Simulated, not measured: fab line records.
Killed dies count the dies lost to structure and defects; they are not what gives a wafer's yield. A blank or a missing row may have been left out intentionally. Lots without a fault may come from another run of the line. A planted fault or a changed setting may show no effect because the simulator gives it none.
fab line records	flow sky130
record lots=7	wafers=21	last-day=51
route steps=708 shown POLY_GATE@234 LDD_N@237 LDD_P@255 PAD_OPEN@708
lots with no fault: from the same line, run without faults
start-h: the number of hours between the record's first day and the start of the first shown wafer of the lot	wait-h: time in hours since the lot's previous step	" the same as in the row above	L1.1+2: one row covering several wafers at once	- no value, or no start given	* or withheld: withheld	< > ~ a bound
route shown NAME@n: NAME is a module with steps in the file, n the number in the route of the first one	usual: the fault-free wafers' mean and standard deviation	same: alike in all rows	chamber/n: place in a boat	sites: each site's reading	_std_site: their standard deviation	_edge_site: the outer-site mean with the inner-site mean subtracted	radius-mm: for every site, how far away it sits from the centre of the wafer	mask NAME#n: copy n	behind: the most recent tool/chamber to have shaped the wafer	hold: cause of the lot's hold/its duration in hours/its outcome	device: the transistor (n, p or np) that didn't switch	end of line: the route-end tests of the same wafers	a step without rows: its recipe alone	killed: not the wafer's yield, but the dies lost to structure and defects at the first sort	map: a wafer's dies, marking killed ones x, the rest . and places with no die _
set.NAME: the setting that was run; set.NAME@STEP: the one run at that earlier step	model.NAME: the simulator's own value behind a step, which no gauge read
lots seen at some steps along the route; tables by step, rows by wafer
services: the hour from which a tool's chamber was out of use, counted from the record's first day as start-h (under 0 if before that day), plus the number of hours and why
## steps
# step SKY_POLY_GATE_OXIDATION_20
# recipe temp-c=850	ambient=O2	stabilise-s=600	purge-s=300	target-thk-a=40	ox-time-s=899
# step SKY_POLY_GATE_THK_MEAS_21
# recipe reads=SiO2_of_POLY_GATE_OXIDATION_20
# usual POLY_GATE_OXIDATION_THK=3.95/0.073
lot.wafer	tool	chamber	start-h	wait-h	POLY_GATE_OXIDATION_THK[nm]
L994.2	film-metro-03	-	385.05	0.0	3.91
L994.4	"	-	"	"	3.94
L994.5	"	-	"	"	3.97
L998.4	film-metro-03	-	419.25	0.0	4.06
L998.5	"	-	"	"	3.98
L998.6	"	-	"	"	4.03
L999.1	film-metro-02	-	442.98	0.0	3.83
L999.2	"	-	"	"	3.94
L999.4	"	-	"	"	3.84
L104.2	film-metro-02	-	470.73	0.0	3.75
L104.3	"	-	"	"	3.90
L104.5	"	-	"	"	3.90
L105.1	film-metro-03	-	477.55	0.0	3.89
L105.3	"	-	"	"	3.90
L105.6	"	-	"	"	3.96
L113.2	film-metro-03	-	537.64	0.0	4.11
L113.4	"	-	"	"	4.01
L113.6	"	-	"	"	4.08
L116.1	film-metro-03	-	596.02	0.0	3.91
L116.4	"	-	"	"	3.94
L116.6	"	-	"	"	4.03
# step SKY_POLY_GATE_CD_MEAS_22
# usual cd-nm=149.6/1.8
lot.wafer	tool	chamber	start-h	wait-h	cd-nm
L994.2	cd-sem-02	-	385.13	0.1	147.3
L994.4	"	-	"	"	151.4
L994.5	"	-	"	"	150.7
L998.4	cd-sem-01	-	419.36	0.1	151.2
L998.5	"	-	"	"	153.1
L998.6	"	-	"	"	150.5
L999.1	cd-sem-02	-	443.04	0.1	148.9
L999.2	"	-	"	"	149.1
L999.4	"	-	"	"	149.7
L104.2	cd-sem-02	-	470.81	0.1	147.9
L104.3	"	-	"	"	145.5
L104.5	"	-	"	"	149.0
L105.1	cd-sem-01	-	477.61	0.1	149.3
L105.3	"	-	"	"	152.3
L105.6	"	-	"	"	149.3
L113.2	cd-sem-01	-	537.72	0.1	149.2
L113.4	"	-	"	"	151.3
L113.6	"	-	"	"	148.7
L116.1	cd-sem-01	-	596.08	0.1	149.2
L116.4	"	-	"	"	145.7
L116.6	"	-	"	"	148.7
# step SKY_LDD_N_DEHYDRATE_00
# recipe temp-c=200	time-s=60
# step SKY_LDD_N_HMDS_01
# recipe prime-time-s=60	prime-temp-c=120
# step SKY_LDD_N_COAT_02
# recipe resist=NOVOLAK	spin-rpm=3000	resist-thk-nm=300
# step SKY_LDD_N_SOFTBAKE_03
# recipe temp-c=90	time-s=60	resist=NOVOLAK
# step SKY_LDD_N_EXPOSE_04
# recipe mask-id=NTM	target-cd-nm=840	na=0.6	source-shape=conventional	sigma-outer=0.6	dose-mj=110
# step SKY_LDD_N_PEB_05
# recipe temp-c=withheld	time-s=*	resist=NOVOLAK
# step SKY_LDD_N_DEVELOP_06
# recipe develop-time-s=60	dev-temp-c=23
# step SKY_LDD_N_OVL_MEAS_07
# usual LDD_N_OVL=-0.6/1.3
lot.wafer	tool	chamber	start-h	wait-h	LDD_N_OVL[nm]
L994.2	overlay-01	-	412.36	0.1	2.1
L994.4	"	-	"	"	0.1
L994.5	"	-	"	"	0.8
L998.4	overlay-01	-	449.07	0.1	-0.5
L998.5	"	-	"	"	0.4
L998.6	"	-	"	"	-1.7
L999.1	overlay-02	-	473.74	0.1	0.2
L999.2	"	-	"	"	2.3
L999.4	"	-	"	"	0.3
L104.2	overlay-01	-	501.12	0.1	-1.1
L104.3	"	-	"	"	-0.8
L104.5	"	-	"	"	-2.1
L105.1	overlay-01	-	507.64	0.1	0.2
L105.3	"	-	"	"	-0.4
L105.6	"	-	"	"	-0.8
L113.2	overlay-01	-	567.31	0.1	0.8
L113.4	"	-	"	"	0.3
L113.6	"	-	"	"	0.4
L116.1	overlay-01	-	624.95	0.1	-1.5
L116.4	"	-	"	"	-0.5
L116.6	"	-	"	"	-1.4
# step SKY_LDD_N_IMPLANT_08
# recipe species=As	energy-kev=20	dose-cm2=7.5e+13	tilt-deg=withheld	rotation-deg=23
# step SKY_LDD_N_IMPLANT_09
# recipe species=As	energy-kev=20	dose-cm2=7.572e+13	tilt-deg=withheld	rotation-deg=113
lot.wafer	tool	chamber	start-h	wait-h
L994.2+4+5	implanter-01	0	412.57	0.1
L998.4+5+6	implanter-04	0	449.32	0.1
L998.4+5+6	implanter-04	0	449.63	0.3
L999.1+2+4	implanter-01	0	473.92	0.1
L999.1+2+4	implanter-01	0	474.24	0.3
L104.2+3+5	implanter-04	0	501.32	0.1
L104.2+3+5	implanter-04	0	501.64	0.3
L105.1+3+6	implanter-04	0	507.82	0.1
L113.2+4+6	implanter-01	0	567.52	0.1
L116.1+4+6	implanter-04	0	625.14	0.1
# step SKY_LDD_N_IMPLANT_10
# recipe species=As	energy-kev=20	dose-cm2=7.5e+13	tilt-deg=withheld	rotation-deg=203
# step SKY_LDD_N_IMPLANT_11
# recipe species=As	energy-kev=20	dose-cm2=7.5e+13	tilt-deg=withheld	rotation-deg=293
# step SKY_LDD_N_IMPLANT_12
# recipe species=BF2	energy-kev=50	dose-cm2=5e+12	tilt-deg=30	rotation-deg=0
# step SKY_LDD_N_IMPLANT_13
# recipe species=BF2	energy-kev=50	dose-cm2=5e+12	tilt-deg=30	rotation-deg=90
# step SKY_LDD_N_IMPLANT_14
# recipe species=BF2	energy-kev=50	dose-cm2=5e+12	tilt-deg=30	rotation-deg=180
# step SKY_LDD_N_IMPLANT_15
# recipe species=BF2	energy-kev=50	dose-cm2=5e+12	tilt-deg=30	rotation-deg=270
# step SKY_LDD_N_STRIP_16
# recipe chemistry=O2/N2	power-w=1400	pressure-mtorr=1500	platen-temp-c=withheld	o2-flow-sccm=3000	n2-flow-sccm=300	overash-fraction=0.5
# usual drypump-motor-current-A=6.0/0.31	oes-product-au=0.406/0.0046	strip-time-to-endpoint-s=4.314/0.014
lot.wafer	tool	chamber	start-h	wait-h	drypump-motor-current-A	oes-product-au	rf-hours-counter-h	strip-time-to-endpoint-s
L994.2	plasma-asher-01	0	413.59	0.1	5.5	0.408	73	4.305
L994.4	"	1	"	"	6.3	0.408	-	4.303
L994.5	"	1	"	"	6.3	0.404	-	4.324
L998.4	plasma-asher-02	1	450.64	0.1	6.2	0.411	-	4.508
L998.5	"	0	"	"	6.1	0.405	-	4.508
L998.6	"	1	"	"	6.2	0.399	-	4.515
L999.1	plasma-asher-02	1	475.29	0.1	6.2	0.403	35	4.526
L999.2	"	0	"	"	6.1	0.403	35	4.532
L999.4	"	0	"	"	6.1	0.409	-	4.535
L104.2	plasma-asher-02	1	502.83	0.1	6.3	0.406	38	4.520
L104.3	"	1	"	"	6.2	0.401	-	4.538
L104.5	"	0	"	"	6.1	0.413	-	4.515
L105.1	plasma-asher-02	1	508.87	0.1	6.3	0.414	39	4.302
L105.3	"	1	"	"	6.2	0.404	-	4.303
L105.6	"	0	"	"	6.1	0.412	-	4.313
L113.2	plasma-asher-03	1	568.54	0.1	5.6	0.401	76	4.325
L113.4	"	1	"	"	5.6	0.407	-	4.316
L113.6	"	1	"	"	5.6	0.404	-	4.319
L116.1	plasma-asher-02	0	626.19	0.1	6.1	0.413	50	4.311
L116.4	"	1	"	"	6.3	0.404	-	4.316
L116.6	"	1	"	"	6.3	0.411	-	4.302
# step SKY_LDD_N_TW_MEAS_17
# usual LDD_N_TW=2612/15
lot.wafer	tool	chamber	start-h	wait-h	LDD_N_TW
L994.2	film-metro-01	-	413.70	0.1	2614
L994.4	"	-	"	"	2604
L994.5	"	-	"	"	2608
L998.4	film-metro-04	-	450.74	0.1	2730
L998.5	"	-	"	"	2720
L998.6	"	-	"	"	2717
L999.1	film-metro-04	-	475.42	0.1	2724
L999.2	"	-	"	"	2735
L999.4	"	-	"	"	2742
L104.2	film-metro-04	-	502.94	0.1	2740
L104.3	"	-	"	"	2737
L104.5	"	-	"	"	2749
L105.1	film-metro-04	-	508.97	0.1	2601
L105.3	"	-	"	"	2588
L105.6	"	-	"	"	2599
L113.2	film-metro-04	-	568.65	0.1	2615
L113.4	"	-	"	"	2623
L113.6	"	-	"	"	2623
L116.1	film-metro-04	-	626.29	0.1	2619
L116.4	"	-	"	"	2630
L116.6	"	-	"	"	2632
# step SKY_LDD_P_DEHYDRATE_00
# recipe temp-c=200	time-s=60
# step SKY_PAD_OPEN_PROBE_99
# usual killed_at_M0_to_M3=43/6.4	killed_at_M4_up=3.2/1.8	killed-at-contacts=25/5.8	killed-at-front-end=16/4.1	killed-at-other=0.2/0.47	killed-dies=88/9.9	killed-open=47/7.3	killed-short=40/7.1
# same gross-dies=492	killed-at-back-side=0
lot.wafer	tool	chamber	start-h	wait-h	killed_at_M0_to_M3	killed_at_M4_up	killed-at-contacts	killed-at-front-end	killed-at-other	killed-dies	killed-open	killed-short	model.etest.tip-n.rs-ohm-sq	model.etest.nfet_01v8.r-on-ohm-um	model.etest.nfet_01v8_swapped.vt-sat-v
L994.2	prober-02	-	1076.96	0.1	50	5	25	17	0	97	50	47	442	851.7	0.6616
L994.4	prober-02	-	1077.06	0.2	46	1	34	15	1	97	55	41	441.2	883.4	0.6705
L994.5	prober-02	-	1077.11	0.2	43	3	23	11	0	80	48	32	444.3	852.7	0.6571
L998.4	prober-02	-	1100.82	0.2	29	6	24	25	0	84	40	43	388.6	809.4	0.6342
L998.5	prober-02	-	1100.87	0.2	44	3	21	8	0	76	31	45	389	849.4	0.6498
L998.6	prober-02	-	1100.92	0.2	37	4	24	14	0	79	45	34	384.6	807.7	0.6366
L999.1	prober-01	-	1127.18	0.1	38	4	28	15	0	85	50	35	383.8	822.1	0.6378
L999.2	prober-01	-	1127.23	0.1	57	2	25	12	0	96	47	49	384.5	810.3	0.625
L999.4	prober-01	-	1127.33	0.2	44	2	34	9	0	89	47	42	383.8	836.6	0.6439
L104.2	prober-02	-	1135.68	0.1	37	6	18	22	0	83	48	35	381.6	812.1	0.6407
L104.3	prober-02	-	1135.73	0.2	38	3	21	15	0	77	42	35	381.4	814.7	0.6439
L104.5	prober-02	-	1135.83	0.2	41	4	24	20	0	89	48	40	383.4	805.8	0.6401
L105.1	prober-01	-	1139.56	0.1	38	1	16	19	0	74	40	34	445.9	855.6	0.6677
L105.3	prober-01	-	1139.66	0.2	55	2	15	16	0	88	46	42	441.6	860.9	0.66
L105.6	prober-01	-	1139.81	0.2	47	2	14	19	0	82	46	36	439.4	843.3	0.6575
L113.2	prober-01	-	1185.76	0.1	40	5	28	6	0	79	49	30	441.7	847.3	0.657
L113.4	prober-01	-	1185.86	0.2	44	2	32	16	0	94	53	41	440.4	849.2	0.6613
L113.6	prober-01	-	1185.96	0.2	35	1	26	13	0	75	46	25	442.8	839.8	0.6503
L116.1	prober-02	-	1214.47	0.1	54	8	25	14	0	101	55	46	444.3	856.4	0.6586
L116.4	prober-02	-	1214.62	0.2	47	6	32	12	0	97	48	49	441.8	848.1	0.663
L116.6	prober-02	-	1214.72	0.2	43	4	25	19	0	91	39	52	440.9	837.1	0.6597
# killed by level:class
L994.2 VIA1:geometric-particle:open=13 METAL2:geometric-particle:short=8 VIA2:geometric-particle:short=7 LI_CONTACT:geometric-particle:open=7 CONTACT:geometric-particle:open=7 FIELD_ISO:geometric-particle:open=5 CONTACT:geometric-particle:short=5 FIELD_ISO:geometric-particle:short=4
L994.4 CONTACT:geometric-particle:open=12 VIA2:geometric-particle:open=11 LI_CONTACT:geometric-particle:open=8 VIA1:geometric-particle:open=8 CONTACT:geometric-particle:short=6 VIA3:geometric-particle:open=6 FIELD_ISO:geometric-particle:open=5 FIELD_ISO:geometric-particle:short=5
L994.5 CONTACT:geometric-particle:open=12 VIA1:geometric-particle:open=12 VIA2:geometric-particle:open=7 VIA1:geometric-particle:short=6 METAL2:geometric-particle:short=6 LI_CONTACT:geometric-particle:open=5 FIELD_ISO:geometric-particle:short=3 POLY_GATE:geometric-particle:short=3
L998.4 CONTACT:geometric-particle:short=7 CONTACT:geometric-particle:open=7 POLY_GATE:geometric-particle:short=5 POLY_GATE:geometric-particle:open=5 LI_CONTACT:geometric-particle:open=5 METAL2:geometric-particle:short=5 FIELD_ISO:geometric-particle:short=4 METAL3:geometric-particle:short=4
L998.5 VIA1:geometric-particle:open=13 LOCAL_INTERCONNECT:geometric-particle:short=7 CONTACT:geometric-particle:open=7 VIA3:geometric-particle:short=6 METAL1:geometric-particle:short=5 VIA1:geometric-particle:short=4 METAL4:geometric-particle:short=3 CONTACT:geometric-particle:short=3
L998.6 CONTACT:geometric-particle:open=10 VIA1:geometric-particle:open=9 CONTACT:geometric-particle:short=7 METAL1:geometric-particle:short=6 VIA2:geometric-particle:open=6 LI_CONTACT:geometric-particle:open=5 VIA1:geometric-particle:short=5 VIA3:geometric-particle:open=5
L999.1 VIA1:geometric-particle:open=10 LI_CONTACT:geometric-particle:open=8 CONTACT:geometric-particle:open=8 CONTACT:geometric-particle:short=6 POLY_GATE:geometric-particle:open=5 METAL1:geometric-particle:short=4 METAL2:geometric-particle:short=4 VIA2:geometric-particle:open=4
L999.2 VIA1:geometric-particle:open=9 VIA1:geometric-particle:short=9 LI_CONTACT:geometric-particle:open=8 CONTACT:geometric-particle:open=6 VIA2:geometric-particle:open=6 VIA3:geometric-particle:open=6 VIA3:geometric-particle:short=5 LOCAL_INTERCONNECT:geometric-particle:short=5
L999.4 CONTACT:geometric-particle:open=12 VIA1:geometric-particle:open=11 LOCAL_INTERCONNECT:geometric-particle:short=9 METAL2:geometric-particle:short=8 LI_CONTACT:geometric-particle:open=7 VIA2:geometric-particle:open=6 CONTACT:geometric-particle:short=4 VIA1:geometric-particle:short=4
L104.2 VIA1:geometric-particle:open=12 VIA2:geometric-particle:open=7 LI_CONTACT:geometric-particle:open=6 FIELD_ISO:geometric-particle:short=5 FIELD_ISO:geometric-particle:open=5 CONTACT:geometric-particle:open=5 VIA3:geometric-particle:open=5 VIA2:geometric-particle:short=5
L104.3 VIA1:geometric-particle:open=10 LI_CONTACT:geometric-particle:open=7 VIA1:geometric-particle:short=6 CONTACT:geometric-particle:open=5 METAL2:geometric-particle:short=5 FIELD_ISO:geometric-particle:open=4 FIELD_ISO:geometric-particle:short=4 VIA2:geometric-particle:open=4
L104.5 VIA3:geometric-particle:open=11 POLY_GATE:geometric-particle:short=7 VIA1:geometric-particle:open=7 LI_CONTACT:geometric-particle:open=6 METAL2:geometric-particle:short=6 CONTACT:geometric-particle:open=6 FIELD_ISO:geometric-particle:short=4 FIELD_ISO:geometric-particle:open=4
L105.1 VIA1:geometric-particle:open=10 FIELD_ISO:geometric-particle:open=6 CONTACT:geometric-particle:open=6 FIELD_ISO:geometric-particle:short=5 METAL2:geometric-particle:short=5 CONTACT:geometric-particle:short=5 VIA1:geometric-particle:short=5 VIA3:geometric-particle:open=5
L105.3 VIA1:geometric-particle:open=11 METAL1:geometric-particle:short=8 VIA3:geometric-particle:open=7 VIA1:geometric-particle:short=5 POLY_GATE:geometric-particle:open=5 METAL3:geometric-particle:short=5 CONTACT:geometric-particle:open=5 METAL2:geometric-particle:short=5
L105.6 VIA1:geometric-particle:open=12 VIA3:geometric-particle:open=9 POLY_GATE:geometric-particle:open=6 CONTACT:geometric-particle:open=6 METAL1:geometric-particle:short=5 LOCAL_INTERCONNECT:geometric-particle:short=4 VIA1:geometric-particle:short=4 VIA2:geometric-particle:open=4
L113.2 VIA1:geometric-particle:open=11 CONTACT:geometric-particle:open=9 LI_CONTACT:geometric-particle:open=8 VIA3:geometric-particle:open=7 CONTACT:geometric-particle:short=5 LOCAL_INTERCONNECT:geometric-particle:short=4 VIA2:geometric-particle:open=4 METAL2:geometric-particle:short=3
L113.4 CONTACT:geometric-particle:open=13 VIA1:geometric-particle:open=11 LI_CONTACT:geometric-particle:open=9 POLY_GATE:geometric-particle:open=6 VIA3:geometric-particle:short=6 VIA2:geometric-particle:open=5 METAL1:geometric-particle:short=5 METAL2:geometric-particle:short=5
L113.6 CONTACT:geometric-particle:open=13 VIA1:geometric-particle:open=10 LI_CONTACT:geometric-particle:open=6 VIA3:geometric-particle:open=6 VIA2:geometric-particle:open=5 CONTACT:geometric-particle:short=4 METAL1:geometric-particle:short=4 NWELL:coat-microbubble-printed=4
L116.1 VIA1:geometric-particle:open=14 CONTACT:geometric-particle:open=9 CONTACT:geometric-particle:short=6 METAL1:geometric-particle:short=6 VIA2:geometric-particle:open=6 VIA3:geometric-particle:open=5 VIA1:geometric-particle:short=5 VIA3:geometric-particle:short=5
L116.4 VIA1:geometric-particle:open=10 LI_CONTACT:geometric-particle:open=9 VIA2:geometric-particle:open=7 CONTACT:geometric-particle:open=7 CONTACT:geometric-particle:short=7 VIA1:geometric-particle:short=7 VIA3:geometric-particle:open=7 LI_CONTACT:geometric-particle:short=6
L116.6 VIA1:geometric-particle:open=11 VIA1:geometric-particle:short=9 LI_CONTACT:geometric-particle:open=9 METAL1:geometric-particle:short=8 FIELD_ISO:geometric-particle:short=7 POLY_GATE:geometric-particle:short=6 LOCAL_INTERCONNECT:geometric-particle:short=5 CONTACT:geometric-particle:open=5
## services
tool	chamber	start-h	hours	kind
plasma-asher-01	-	421.25	9.0	pm
plasma-asher-01	0	421.25	9.0	vent-cycle
plasma-asher-01	1	421.25	9.0	vent-cycle
plasma-asher-01	0	430.25	-	clean
plasma-asher-01	1	430.25	-	clean
plasma-asher-03	-	435.47	15.6	pm
implanter-04	-	474.99	3.1	repair
implanter-01	-	518.75	14.1	repair
implanter-04	-	530.94	14.1	pm
implanter-01	-	575.00	2.8	repair
implanter-04	-	578.27	4.6	repair
implanter-04	-	578.28	5.1	repair
implanter-01	-	619.66	4.2	pm
## key
first-sign step=SKY_LDD_N_IMPLANT_09	reading=visit	direction=added
effect step=SKY_LDD_N_STRIP_16	reading=strip-time-to-endpoint-s	direction=up	sigmas=15	usual=*	struck=*
effect step=SKY_LDD_N_TW_MEAS_17	reading=LDD_N_TW	direction=up	sigmas=8	usual=2612	struck=2733
model-effect step=SKY_PAD_OPEN_PROBE_99	value=etest.tip-n.rs-ohm-sq	without=439.4	struck=384.5
met-at SKY_LDD_N_IMPLANT_09
struck-wafers L998.4,L998.5,L998.6,L999.1,L999.2,L999.4,L104.2,L104.3,L104.5
tester-left-out L998,L999,L104
fault kind=repeated-step-whole	tool=implanter-01,implanter-03,implanter-04	chamber=-	onset-h=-	steps=SKY_LDD_N_IMPLANT_09	times=1	scope=struck-lots-only
# tester-left-out: of these lots the tester's yield and bins aren't shown, on N5 and GAA mostly nor the transistor test; their killed dies are dies lost to structure and defects alone, not to doping, threshold or leakage, so they don't give the yield
